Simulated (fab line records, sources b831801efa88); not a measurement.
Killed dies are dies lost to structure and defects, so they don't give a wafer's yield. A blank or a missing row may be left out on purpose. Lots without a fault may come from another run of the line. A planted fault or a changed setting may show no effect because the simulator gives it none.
Which tool did it? | flow sky130 | 11 lots, 33 wafers sampled, at 3 steps of a route of 708

WHAT THE GAUGES READ, wafer by wafer
SKY_CAP2M_OVL_MEAS_12. Usual: CAP2M_OVL -1.6 nm, standard deviation 1.4.
lot  | measured     | on         | CAP2M_OVL (nm) | flag
L167 | day 41 03:41 | overlay-02 | -1.1 -1.5 -3.0 |
L169 | day 41 21:31 | overlay-01 | -0.5 -1.2 -0.1 |
L170 | day 42 02:35 | overlay-01 | -4.4 -2.1 -3.4 |
L171 | day 42 15:23 | overlay-02 | -1.5 -0.8 -2.4 |
L181 | day 45 03:20 | overlay-01 | -2.5 -2.7 -3.8 |
L184 | day 45 11:28 | overlay-02 | -0.7 -1.8 -1.0 |
L183 | day 45 11:49 | overlay-01 | -2.9 -1.5 -1.8 |
L185 | day 46 00:44 | overlay-02 | -0.7 -2.4 -1.5 |
L186 | day 46 04:34 | overlay-01 | -1.5 -0.5 0.2  |
L187 | day 46 10:41 | overlay-02 | -2.5 -1.5 -1.5 |
L188 | day 46 14:50 | overlay-02 | 0.8 0.0 -0.6   |

SKY_METAL4_OVL_MEAS_14. Usual: METAL4_OVL -1 nm, standard deviation 6.4.
lot  | measured     | on         | METAL4_OVL (nm) | flag
L167 | day 42 04:02 | overlay-02 | -7 -5 -4        |
L169 | day 42 21:55 | overlay-02 | -7 -11 -16      |
L170 | day 43 03:12 | overlay-01 | 9 9 6           |
L171 | day 43 14:55 | overlay-01 | 3 -2 -1         |
L181 | day 46 01:34 | overlay-02 | -3 -6 -2        |
L184 | day 46 09:20 | overlay-02 | 8 11 8          |
L183 | day 46 10:49 | overlay-01 | -4 7 -7         |
L185 | day 46 22:55 | overlay-02 | -3 -5 -13       |
L186 | day 47 02:11 | overlay-02 | 7 4 10          |
L187 | day 47 08:36 | overlay-02 | -1 -5 2         |
L188 | day 47 11:17 | overlay-01 | -1 -1 3         |

SKY_VIA4_BOW_MEAS_03. Usual: VIA4_BOW 81 um, standard deviation 9.
lot  | measured     | on            | VIA4_BOW (um) | flag
L167 | day 42 05:31 | film_metro-03 | 76 83 64      |
L169 | day 42 23:24 | film_metro-03 | 75 74 84      |
L170 | day 43 04:55 | film_metro-03 | 72 70 75      |
L171 | day 43 16:38 | film_metro-02 | 88 93 97      |
L181 | day 46 03:04 | film_metro-02 | 72 74 73      |
L184 | day 46 11:00 | film_metro-03 | 97 93 85      |
L183 | day 46 12:29 | film_metro-03 | 63 72 83      |
L185 | day 47 00:29 | film_metro-03 | 85 95 96      |
L186 | day 47 03:41 | film_metro-02 | 71 65 70      |
L187 | day 47 10:08 | film_metro-03 | 67 71 71      |
L188 | day 47 13:20 | film_metro-02 | 90 87 91      |

WHICH TOOL RAN EACH LOT (tool, then ch and the chambers of the sampled wafers, then the start)
The record holds no process step before these readings.

WHAT THE TOOLS THEMSELVES READ (means of the sampled wafers that have a number; where no wafer has one, the mark that the record gives instead)
The record holds no such reading with a usual standard deviation.

THE ANSWER, worked out from the rows above alone
Rule: a lot is off if the mean of its wafers that have a number lies more than 3 standard deviations from the usual mean. A lot without any number at a reading at which 4 lots or more have one is off too. The other lots that the step has rows for count as sound. The gauges are gone through in route order, then the tools' own readings, and for those a lot's mean is taken as printed above. The first step at which some lot is off is used, and at that step the reading that is off furthest; a lot without a number counts as furthest.
No lot is off at any reading shown: from this, nothing can be told.

WHAT THE SIMULATOR HAD PUT IN
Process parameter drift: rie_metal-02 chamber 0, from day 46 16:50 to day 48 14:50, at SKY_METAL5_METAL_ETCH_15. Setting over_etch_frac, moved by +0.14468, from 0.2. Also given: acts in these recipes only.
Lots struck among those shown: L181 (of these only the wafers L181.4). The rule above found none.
